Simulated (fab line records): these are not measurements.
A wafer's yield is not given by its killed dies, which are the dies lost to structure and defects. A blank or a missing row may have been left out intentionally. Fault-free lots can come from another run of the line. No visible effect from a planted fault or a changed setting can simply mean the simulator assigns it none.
The tool behind it: which one?	flow sfq line	14 lots, 42 wafers sampled, at 5 steps of a route of 325

== WHAT EACH GAUGE READ, for each wafer ==
SFQ_M4_OVL_MEAS_926. Usual: M4_OVL 0 nm, standard deviation 6.5.
lot	measured	on	M4_OVL (nm)	flag
L796	day 35 08:04	overlay-01	-3 -5 -11	
L797	day 35 16:28	overlay-01	8 4 10	
L804	day 38 15:55	overlay-02	8 5 5	
L805	day 38 21:55	overlay-02	-12 -7 -12	
L808	day 39 15:55	overlay-02	1 -5 -6	
L810	day 40 01:31	overlay-01	4 4 -3	
L811	day 40 17:01	overlay-01	-3 9 4	
L812	day 41 02:36	overlay-01	-2 -1 6	
L813	day 41 06:12	overlay-01	8 7 6	
L814	day 41 14:36	overlay-01	-1 -7 8	
L815	day 42 03:49	overlay-01	8 6 11	
L816	day 42 12:12	overlay-01	6 7 9	
L817	day 42 14:36	overlay-01	-7 -11 -7	
L819	day 43 00:13	overlay-01	-2 -8 0	

SFQ_JJ_RS_MEAS_929: uses a four-point probe to measure. Usual: JJ_NB_RS 1.053 ohm/sq, standard deviation 0.015.
lot	measured	on	JJ_NB_RS (ohm/sq)	flag
L796	day 40 04:02	film metro-03	1.052 1.059 1.061	
L797	day 40 13:31	film metro-03	1.049 1.058 1.044	
L804	day 43 23:14	film metro-02	1.019 1.037 1.054	
L805	day 44 07:35	film metro-04	1.065 1.433 1.401	OFF
L808	day 45 00:27	film metro-03	1.386 1.410 1.414	OFF
L810	day 45 11:02	film metro-02	1.050 1.042 1.074	
L811	day 46 04:02	film metro-04	1.050 1.058 1.057	
L812	day 46 13:26	film metro-02	1.051 1.052 1.072	
L813	day 46 19:26	film metro-03	1.058 1.057 1.051	
L814	day 47 08:08	film metro-03	1.039 1.048 1.039	
L815	day 47 17:45	film metro-02	1.035 1.052 1.055	
L816	day 48 03:20	film metro-03	1.048 1.068 1.045	
L817	day 48 04:33	film metro-04	1.041 1.030 1.023	
L819	day 48 14:10	film metro-03	1.053 1.052 1.053	

== WHICH TOOL RAN EACH LOT (tool, then ch and the chambers of the sampled wafers, then the start) ==
lot	SFQ_TRILAYER_I4_DEP_PECVD_099	SFQ_TRILAYER_I4_VIA_ETCH_VIA_ETCH_106	SFQ_TRILAYER_JJ_TRILAYER_DEP_SPUTTER_112
L796	pecvd-04 ch 0,1, day 35 09:03	rie diel-03 ch 0,1,2, day 40 01:48	pvd sputter-05, day 40 03:57
L797	pecvd-04 ch 0,1, day 35 17:27	rie diel-01 ch 0,1,2, day 40 11:24	pvd sputter-06, day 40 13:25
L804	pecvd-03 ch 0,1,2, day 38 16:54	rie diel-03 ch 1,2,3, day 43 21:06	pvd sputter-03, day 43 23:08
L805	pecvd-03 ch 0,1,2, day 38 22:55	rie diel-03 ch 1,2,3, day 44 05:30	pvd sputter-03, day 44 07:31
L808	pecvd-03 ch 0,1,2, day 39 16:54	rie diel-01 ch 0,2, day 44 22:20	pvd sputter-03, day 45 00:21
L810	pecvd-03 ch 1,2, day 40 02:30	rie diel-03 ch 0,2,3, day 45 08:56	pvd sputter-05, day 45 10:57
L811	pecvd-03 ch 1,2, day 40 18:00	rie diel-01 ch 0,1, day 46 01:54	pvd sputter-05, day 46 03:55
L812	pecvd-04 ch 1,2, day 41 03:36	rie diel-04 ch 1,2, day 46 11:20	pvd sputter-05, day 46 13:21
L813	pecvd-03 ch 0,1,2, day 41 07:12	rie diel-03 ch 0,1,3, day 46 17:20	pvd sputter-06, day 46 19:21
L814	pecvd-03 ch 0,2, day 41 15:36	rie diel-04 ch 1,2,3, day 47 06:02	pvd sputter-05, day 47 08:03
L815	pecvd-03 ch 0,1,2, day 42 05:35	rie diel-04 ch 0,1,2, day 47 15:38	pvd sputter-06, day 47 17:39
L816	pecvd-04 ch 1,2, day 42 14:31	rie diel-01 ch 0,1,3, day 48 01:14	pvd sputter-06, day 48 03:15
L817	pecvd-03 ch 0,2, day 42 15:36	rie diel-03 ch 1,2,3, day 48 02:26	pvd sputter-03, day 48 04:28
L819	pecvd-04 ch 0,2, day 43 01:59	rie diel-04 ch 0,2, day 48 12:02	pvd sputter-06, day 48 14:03
- SFQ_TRILAYER_I4_DEP_PECVD_099: deposits SiO2 from SiH4/N2O, time 111.11 s, target thk 500 nm.
- SFQ_TRILAYER_I4_VIA_ETCH_VIA_ETCH_106: etches SiO2 in CHF3, stops on Nb, target depth 260 nm.
- SFQ_TRILAYER_JJ_TRILAYER_DEP_SPUTTER_112: material Nb, target thk 170 nm, time 113.3 s.

== WHAT THE TOOLS THEMSELVES READ (means of the sampled wafers that have a number; where no wafer has one, the mark that the record gives instead) ==
SFQ_TRILAYER_I4_DEP_PECVD_099. Usual: heater power outer w 26 W, standard deviation 5.7; heater power w 78 W, standard deviation 11; throttle valve pct 24.5 %, standard deviation 1.4.
lot	tool	heater power outer w (W)	heater power w (W)	throttle valve pct (%)	flag
L796	pecvd-04	25	76	26.0	
L797	pecvd-04	27	76	25.0	
L804	pecvd-03	28	80	24.0	
L805	pecvd-03	26	79	24.2	
L808	pecvd-03	27	79	24.1	
L810	pecvd-03	28	79	24.9	
L811	pecvd-03	22	71	25.3	
L812	pecvd-04	26	78	23.0	
L813	pecvd-03	25	78	24.2	
L814	pecvd-03	20	68	23.5	
L815	pecvd-03	26	77	24.1	
L816	pecvd-04	28	80	23.2	
L817	pecvd-03	22	72	23.6	
L819	pecvd-04	25	85	24.7	

SFQ_TRILAYER_I4_VIA_ETCH_VIA_ETCH_106. Usual: drypump motor current A 5.9 A, standard deviation 0.57; oes product au 0.854 a.u., standard deviation 0.0053.
lot	tool	drypump motor current A (A)	oes product au (a.u.)	flag
L796	rie diel-03	6.3	0.854	
L797	rie diel-01	5.7	0.854	
L804	rie diel-03	5.9	0.856	
L805	rie diel-03	5.9	0.855	
L808	rie diel-01	5.4	0.855	
L810	rie diel-03	5.8	0.855	
L811	rie diel-01	5.3	0.856	
L812	rie diel-04	6.0	0.855	
L813	rie diel-03	5.8	0.850	
L814	rie diel-04	6.0	0.853	
L815	rie diel-04	6.2	0.857	
L816	rie diel-01	5.6	0.856	
L817	rie diel-03	5.8	0.858	
L819	rie diel-04	6.5	0.854	

SFQ_TRILAYER_JJ_TRILAYER_DEP_SPUTTER_112. Usual: throttle valve pct at 29.8 %, with a standard deviation of 0.66.
lot	tool	throttle valve pct (%)	flag
L796	pvd sputter-05	30.1	
L797	pvd sputter-06	29.0	
L804	pvd sputter-03	30.5	
L805	pvd sputter-03	30.1	
L808	pvd sputter-03	29.7	
L810	pvd sputter-05	29.6	
L811	pvd sputter-05	30.2	
L812	pvd sputter-05	30.0	
L813	pvd sputter-06	29.4	
L814	pvd sputter-05	30.2	
L815	pvd sputter-06	29.7	
L816	pvd sputter-06	29.2	
L817	pvd sputter-03	29.4	
L819	pvd sputter-06	29.2	

== THE ANSWER, worked out from the rows above alone ==
Rule: a lot is off if the mean of its wafers that have a number lies more than 3 standard deviations from the usual mean. Also off: a lot with no number at a reading for which 4 or more lots have one. All remaining lots with rows at the step are treated as sound. After the gauges, taken in route order, come the tools' own readings; for these a lot's mean is taken, as printed above. At the first step where some lot is off, the reading lying furthest off is the one used; lots without a number count as furthest.
Off: L805, L808, at SFQ_JJ_RS_MEAS_929 (JJ_NB_RS).
If a tool, at a process step before that reading, ran all the lots that are off and no sound lot after the first of them, it fits. Gauges at SFQ_JJ_RS_MEAS_929: tried the same way as those tools. No candidate that was tried fits.

== WHAT THE SIMULATOR HAD INSERTED ==
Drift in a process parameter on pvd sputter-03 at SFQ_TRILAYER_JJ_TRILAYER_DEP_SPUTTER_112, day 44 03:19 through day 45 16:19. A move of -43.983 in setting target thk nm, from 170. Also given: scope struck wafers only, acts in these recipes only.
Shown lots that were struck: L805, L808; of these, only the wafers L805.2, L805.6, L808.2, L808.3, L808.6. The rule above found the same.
